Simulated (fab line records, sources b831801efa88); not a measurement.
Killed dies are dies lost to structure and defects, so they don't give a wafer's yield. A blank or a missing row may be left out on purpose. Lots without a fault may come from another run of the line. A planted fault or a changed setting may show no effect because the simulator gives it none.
Which tool did it? | flow gf180mcu | 13 lots, 39 wafers sampled, at 3 steps of a route of 602

WHAT THE GAUGES READ, wafer by wafer
GF_V5_THK_MEAS_25: measures by xrf. Usual: V5_W_THK 348 nm, standard deviation 5.5.
lot  | measured     | on            | V5_W_THK (nm) | flag
L365 | day 27 12:15 | film_metro-02 | 340 345 343   |
L366 | day 28 00:21 | film_metro-04 | 348 345 354   |
L367 | day 28 03:59 | film_metro-01 | 354 345 353   |
L368 | day 28 13:07 | film_metro-01 | 349 349 346   |
L369 | day 28 22:00 | film_metro-01 | 349 351 347   |
L376 | day 31 04:02 | film_metro-04 | 346 350 351   |
L377 | day 31 09:01 | film_metro-01 | 356 348 355   |
L378 | day 31 12:23 | film_metro-04 | 346 350 344   |
L379 | day 31 17:49 | film_metro-02 | 340 350 354   |
L380 | day 32 01:07 | film_metro-04 | 343 349 341   |
L381 | day 32 05:35 | film_metro-01 | 347 355 355   |
L385 | day 33 04:09 | film_metro-01 | 357 344 355   |
L387 | day 33 19:59 | film_metro-04 | 348 347 338   |

GF_TOP_METAL_CD_MEAS_14: target cd 440 nm. Usual: cd_nm 439.9 nm, standard deviation 2.9.
lot  | measured     | on        | cd_nm (nm)        | flag
L365 | day 28 07:54 | cd_sem-02 | 441.4 443.5 444.5 |
L366 | day 28 20:40 | cd_sem-02 | 438.9 440.1 440.7 |
L367 | day 29 00:16 | cd_sem-02 | 436.8 438.6 439.5 |
L368 | day 29 09:51 | cd_sem-01 | 439.3 440.7 441.5 |
L369 | day 29 17:11 | cd_sem-01 | 434.2 434.9 433.8 |
L376 | day 31 21:46 | cd_sem-02 | 440.1 437.1 438.3 |
L377 | day 32 02:39 | cd_sem-02 | 434.8 435.4 436.9 |
L378 | day 32 05:46 | cd_sem-01 | 445.3 441.6 442.8 |
L379 | day 32 10:49 | cd_sem-02 | 438.4 438.7 437.4 |
L380 | day 32 18:19 | cd_sem-01 | 438.7 441.7 439.4 |
L381 | day 32 22:28 | cd_sem-02 | 439.0 438.0 439.3 |
L385 | day 33 20:47 | cd_sem-02 | 436.1 437.5 436.3 |
L387 | day 34 12:04 | cd_sem-01 | 442.6 440.7 442.8 |

WHICH TOOL RAN EACH LOT (tool, then ch and the chambers of the sampled wafers, then the start)
lot  | GF_V3_CLEAN_20
L365 | wet_bench-02 ch 2, day 22 15:17
L366 | wet_bench-01 ch 0, day 23 07:04
L367 | wet_bench-02 ch 1, day 23 10:35
L368 | wet_bench-02 ch 1, day 23 22:27
L369 | wet_bench-02 ch 1, day 24 07:28
L376 | wet_bench-02 ch 2, day 26 20:16
L377 | wet_bench-01 ch 3, day 27 01:47
L378 | wet_bench-01 ch 2, day 27 05:47
L379 | wet_bench-02 ch 3, day 27 13:59
L380 | wet_bench-02 ch 0, day 27 19:37
L381 | wet_bench-04 ch 3, day 28 02:17
L385 | wet_bench-01 ch 2, day 29 05:47
L387 | wet_bench-01 ch 0, day 30 00:39
- GF_V3_CLEAN_20: cleans in DIW.

WHAT THE TOOLS THEMSELVES READ (means of the sampled wafers that have a number; where no wafer has one, the mark that the record gives instead)
The record holds no such reading with a usual standard deviation.

THE ANSWER, worked out from the rows above alone
Rule: a lot is off if the mean of its wafers that have a number lies more than 3 standard deviations from the usual mean. A lot without any number at a reading at which 4 lots or more have one is off too. The other lots that the step has rows for count as sound. The gauges are gone through in route order, then the tools' own readings, and for those a lot's mean is taken as printed above. The first step at which some lot is off is used, and at that step the reading that is off furthest; a lot without a number counts as furthest.
No lot is off at any reading shown: from this, nothing can be told.

WHAT THE SIMULATOR HAD PUT IN
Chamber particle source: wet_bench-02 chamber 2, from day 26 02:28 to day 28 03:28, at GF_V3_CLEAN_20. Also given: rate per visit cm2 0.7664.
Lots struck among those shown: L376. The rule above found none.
